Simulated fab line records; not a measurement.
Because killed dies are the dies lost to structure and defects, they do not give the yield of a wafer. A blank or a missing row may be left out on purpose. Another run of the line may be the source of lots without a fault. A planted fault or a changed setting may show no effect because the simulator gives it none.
Split-lot study | flow sky130 | route with 708 steps; 5 lots, 23 wafers read

== THE SPLIT ITSELF ==
At SKY_PWDE_COAT_02 (resist thk 3000 nm), the setting resist_thk_nm was moved away from the recipe's 3000 nm on 7 of the 23 wafers read, by -2.6% to +5.6%. This setting was run at the recipe's value on the other wafers.

The reading comes from the split's own step.

== THE READING ==
coat_of_PWDE_COAT_02.thk_nm (the simulator's own value, which no gauge read), in nm, at SKY_PWDE_COAT_02 (resist thk 3000 nm). No usual value for it is given in the file. Average 3007 nm, standard deviation 8.9 nm, over the 16 wafers here run with the recipe.

wafer  | tool, chamber at the split | resist_thk_nm as run, nm | against the recipe | coat_of_PWDE_COAT_02.thk_nm, nm | against lot-mates on the recipe
L074.1 | litho_track-02, 0          | 3000                     | recipe             | 3001                            | -
L074.2 | litho_track-02, 0          | 3000                     | recipe             | 3011                            | -
L074.4 | litho_track-02, 0          | 3000                     | recipe             | 3013                            | -
L074.5 | litho_track-02, 0          | 3000                     | recipe             | 3010                            | -
L074.6 | litho_track-02, 0          | 3000                     | recipe             | 3019                            | -
L078.1 | litho_track-04, 0          | 3000                     | recipe             | 3014                            | -
L078.2 | litho_track-04, 0          | 3000                     | recipe             | 3022                            | -
L078.3 | litho_track-04, 0          | 2953                     | -1.6%              | 2981                            | -38
L078.5 | litho_track-04, 0          | 2953                     | -1.6%              | 2985                            | -34
L078.6 | litho_track-04, 0          | 3000                     | recipe             | 3020                            | -
L079.1 | litho_track-03, 0          | 3000                     | recipe             | 3000                            | -
L079.4 | litho_track-03, 0          | 3000                     | recipe             | 3006                            | -
L079.5 | litho_track-03, 0          | 3000                     | recipe             | 3003                            | -
L080.1 | litho_track-04, 0          | 3169                     | +5.6%              | 3178                            | +182
L080.2 | litho_track-04, 0          | 3169                     | +5.6%              | 3186                            | +190
L080.4 | litho_track-04, 0          | 3169                     | +5.6%              | 3172                            | +176
L080.5 | litho_track-04, 0          | 3000                     | recipe             | 2992                            | -
L080.6 | litho_track-04, 0          | 3000                     | recipe             | 3000                            | -
L082.2 | litho_track-03, 0          | 3000                     | recipe             | 2999                            | -
L082.3 | litho_track-03, 0          | 2922                     | -2.6%              | 2918                            | -80
L082.4 | litho_track-03, 0          | 3000                     | recipe             | 3001                            | -
L082.5 | litho_track-03, 0          | 2922                     | -2.6%              | 2920                            | -78
L082.6 | litho_track-03, 0          | 3000                     | recipe             | 2995                            | -

THE FIT
A straight line over all 23 wafers: coat_of_PWDE_COAT_02.thk_nm changes by +30.1 nm for each +1% of resist_thk_nm; r = +0.99; the points scatter about the line by 11 nm.
The same after taking each lot's own level away (the mean of its wafers on the recipe; 23 wafers): +31.6 nm for each +1%; r = +1.00; scatter 6 nm.
On that fit, the largest move of resist_thk_nm shifts the reading by 1.8e+02 nm.
Across the lots, their own levels run from 2996.0 to 3018.7 nm, a range of 2.5 times the standard deviation given above.
The two slopes are in agreement: the lot-to-lot level therefore moves the slope only a little.
Check: +179 nm against its lot-mates is what the line predicts for one of the wafers moved furthest among these (+5.6%) when that wafer is left out of the fit. It came out at +182 nm against them.

== FURTHER SPLITS ON THESE WAFERS ==
These wafers also went through other splits before the reading. Each is held against what the fit with the lots' levels taken away leaves over:
other split on the same wafers | wafers away from the commonest value | r with coat_of_PWDE_COAT_02.thk_nm (lot level and that fit taken away)
SKY_FIELD_ISO_CVD_03 time_s    | 15                                   | -0.21
SKY_FIELD_ISO_ETCH_15 time_s   | 10                                   | +0.38
SKY_DNWELL_COAT_02 spin_rpm    | 10                                   | +0.10

== THE WHOLE CHAIN: every reading that the file lists as answering this split, in the file's order ==
step              | what it does       | reading                                                                      | change (the file's fit)              | r (the file's)
SKY_PWDE_COAT_02  | resist thk 3000 nm | coat_of_PWDE_COAT_02.thk_nm (the simulator's own value, which no gauge read) | +31.5 nm for each +1% of the setting | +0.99
SKY_PWDE_STRIP_09 | strips in O2/N2    | strip_time_to_endpoint_s                                                     | withheld for each +1% of the setting | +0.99

== THE FILE'S OWN FIT ==
coat_of_PWDE_COAT_02.thk_nm changes by +31.5 nm for each +1% of resist_thk_nm, r = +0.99.
